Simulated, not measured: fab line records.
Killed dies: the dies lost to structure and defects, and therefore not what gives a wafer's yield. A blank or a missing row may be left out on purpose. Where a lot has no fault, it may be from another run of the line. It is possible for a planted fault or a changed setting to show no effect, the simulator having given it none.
Which tool was responsible? ; flow gf180mcu ; Sampling: 12 lots, 36 wafers, 4 of 602 route steps

== WHAT EACH GAUGE READ, for each wafer ==
GF_V5_OVL_MEAS_15. Usual: V5_OVL -1 nm, standard deviation 4.9.
lot;measured;on;V5_OVL (nm);flag
L628;day 27 11:03;overlay-02;0 3 3;
L631;day 28 12:40;overlay-02;-3 -3 -7;
L634;day 29 07:47;overlay-01;-1 -5 -5;
L635;day 29 18:40;overlay-01;7 -1 0;
L636;day 29 21:46;overlay-02;0 0 -8;
L638;day 30 09:34;overlay-02;-4 -5 2;
L639;day 31 02:41;overlay-02;-1 -6 1;
L640;day 31 03:45;overlay-02;3 1 0;
L644;day 32 04:13;overlay-02;-1 -7 -1;
L649;day 33 09:39;overlay-01;-1 2 7;
L648;day 33 11:49;overlay-02;-2 -1 3;
L650;day 33 10:52;overlay-01;7 -2 -2;

GF_PASSIVATION_THK_MEAS_01. Usual: PASSIVATION_CVD_00_THK 998 nm, standard deviation 13.
lot;measured;on;PASSIVATION_CVD_00_THK (nm);flag
L628;day 28 08:56;film metro-01;995 999 996;
L631;day 29 10:02;film metro-01;978 983 1001;
L634;day 30 04:16;film metro-01;1008 1003 1021;
L635;day 30 15:50;film metro-04;997 996 1013;
L636;day 30 18:48;film metro-04;973 1000 1000;
L638;day 31 06:41;film metro-04;1011 1022 1023;
L639;day 31 22:46;film metro-01;1007 1003 999;
L640;day 31 23:48;film metro-04;1002 1001 1020;
L644;day 32 23:01;film metro-04;996 1001 1000;
L649;day 34 03:52;film metro-02;979 1003 989;
L648;day 34 05:13;film metro-02;1001 1030 1013;
L650;day 34 04:43;film metro-01;990 976 994;

== WHAT TOOL EACH LOT RAN ON (gives the tool, then ch and the chambers of the sampled wafers, and finally the start) ==
lot;GF_MIM_STRIP_20;GF_M5_ETCH_09
L628;plasma asher-03 ch 0,1, day 25 15:58;rie diel-03 ch 0,1,3, day 26 13:33
L631;plasma asher-01 ch 0,1, day 26 19:01;rie diel-01 ch 0,1,3, day 27 15:48
L634;plasma asher-03 ch 0,1, day 27 15:39;rie diel-01 ch 0,1,3, day 28 11:35
L635;plasma asher-04 ch 0,1, day 28 03:25;rie diel-01 ch 1,2,3, day 28 22:25
L636;plasma asher-04 ch 0,1, day 28 04:38;rie diel-04 ch 1,3, day 29 00:43
L638;plasma asher-03 ch 0,1, day 28 18:18;rie diel-01 ch 1,2,3, day 29 13:44
L639;plasma asher-01 ch 0,1, day 29 12:41;rie diel-03 ch 0,1,3, day 30 07:22
L640;plasma asher-01 ch 0,1, day 29 14:40;rie diel-01 ch 1,2,3, day 30 08:53
L644;plasma asher-01 ch 0,1, day 30 15:20;rie diel-03 ch 0,3, day 31 09:53
L649;plasma asher-01 ch 0,1, day 31 23:11;rie diel-04 ch 0,1,3, day 32 16:03
L648;plasma asher-01 ch 0,1, day 32 00:56;rie diel-04 ch 2,3, day 32 18:05
L650;plasma asher-01 ch 0,1, day 32 01:19;rie diel-03 ch 0,1,2, day 32 18:09
- GF_MIM_STRIP_20: strips in O2/N2.
- GF_M5_ETCH_09: etches Si3N4 in CF4/O2, target depth 52 nm, time 11.6 s.

== AS READ BY THE TOOLS THEMSELVES (means over the sampled wafers that have a number; for cases with no such wafer, the mark the record gives instead) ==
GF_MIM_STRIP_20. Usual: chamber pressure mTorr 1499.7 mTorr, standard deviation 1.4; drypump motor current A 5.6 A, standard deviation 0.49; heater power w 321 W, standard deviation 24; oes product au 0.692 a.u., standard deviation 0.0048; strip time to endpoint s 11.23 s, standard deviation 0.04.
lot;tool;chamber pressure mTorr (mTorr);drypump motor current A (A);heater power w (W);oes product au (a.u.);strip time to endpoint s (s);flag
L628;plasma asher-03;1500.7;6.3;339;0.692;11.24;
L631;plasma asher-01;1499.8;5.5;328;0.688;11.23;
L634;plasma asher-03;1498.7;5.9;324;0.696;11.21;
L635;plasma asher-04;1499.1;5.3;299;0.693;11.24;
L636;plasma asher-04;1500.1;5.2;292;0.692;11.21;
L638;plasma asher-03;1501.1;5.9;327;0.695;11.17;
L639;plasma asher-01;1499.4;5.6;326;0.692;11.18;
L640;plasma asher-01;1498.7;5.6;321;0.692;11.22;
L644;plasma asher-01;1499.9;5.5;322;0.688;11.19;
L649;plasma asher-01;1501.3;5.6;328;0.695;11.28;
L648;plasma asher-01;1499.3;5.6;326;0.687;11.25;
L650;plasma asher-01;1498.9;5.6;332;0.688;11.28;

GF_M5_ETCH_09. Usual: chamber pressure mTorr 150.00 mTorr, standard deviation 0.13; drypump motor current A 5.7 A, standard deviation 0.4; oes product au 0.997 a.u., standard deviation 0.0097; throttle valve pct 5.970 %, standard deviation 0.0095.
lot;tool;chamber pressure mTorr (mTorr);drypump motor current A (A);oes product au (a.u.);throttle valve pct (%);flag
L628;rie diel-03;149.95;5.7;0.982;5.978;
L631;rie diel-01;149.93;5.4;0.992;5.964;
L634;rie diel-01;150.08;5.4;0.993;5.978;
L635;rie diel-01;149.85;5.5;0.997;5.966;
L636;rie diel-04;150.14;6.2;1.014;5.978;
L638;rie diel-01;149.99;5.6;0.994;5.955;
L639;rie diel-03;150.07;5.7;0.994;5.974;
L640;rie diel-01;149.88;5.5;0.989;5.973;
L644;rie diel-03;150.00;5.6;0.992;5.962;
L649;rie diel-04;149.97;5.9;1.000;5.974;
L648;rie diel-04;150.10;5.9;1.004;5.973;
L650;rie diel-03;149.87;6.0;1.000;5.967;

== THE ANSWER, worked out from the rows above alone ==
Rule: take the mean of a lot's wafers that have a number; if it is more than 3 standard deviations from the usual mean, the lot is off. A lot without any number at a reading at which 4 lots or more have one is off too. Where the step has rows for the other lots, those lots are counted as sound. The gauges are gone through in route order, then the tools' own readings, and for those a lot's mean is taken as printed above. The first step at which some lot is off is used, and at that step the reading that is off furthest; a lot without a number counts as furthest.
Across all readings shown, no lot is off: no conclusion can be drawn from this.

== WHAT THE SIMULATOR HAD INSERTED ==
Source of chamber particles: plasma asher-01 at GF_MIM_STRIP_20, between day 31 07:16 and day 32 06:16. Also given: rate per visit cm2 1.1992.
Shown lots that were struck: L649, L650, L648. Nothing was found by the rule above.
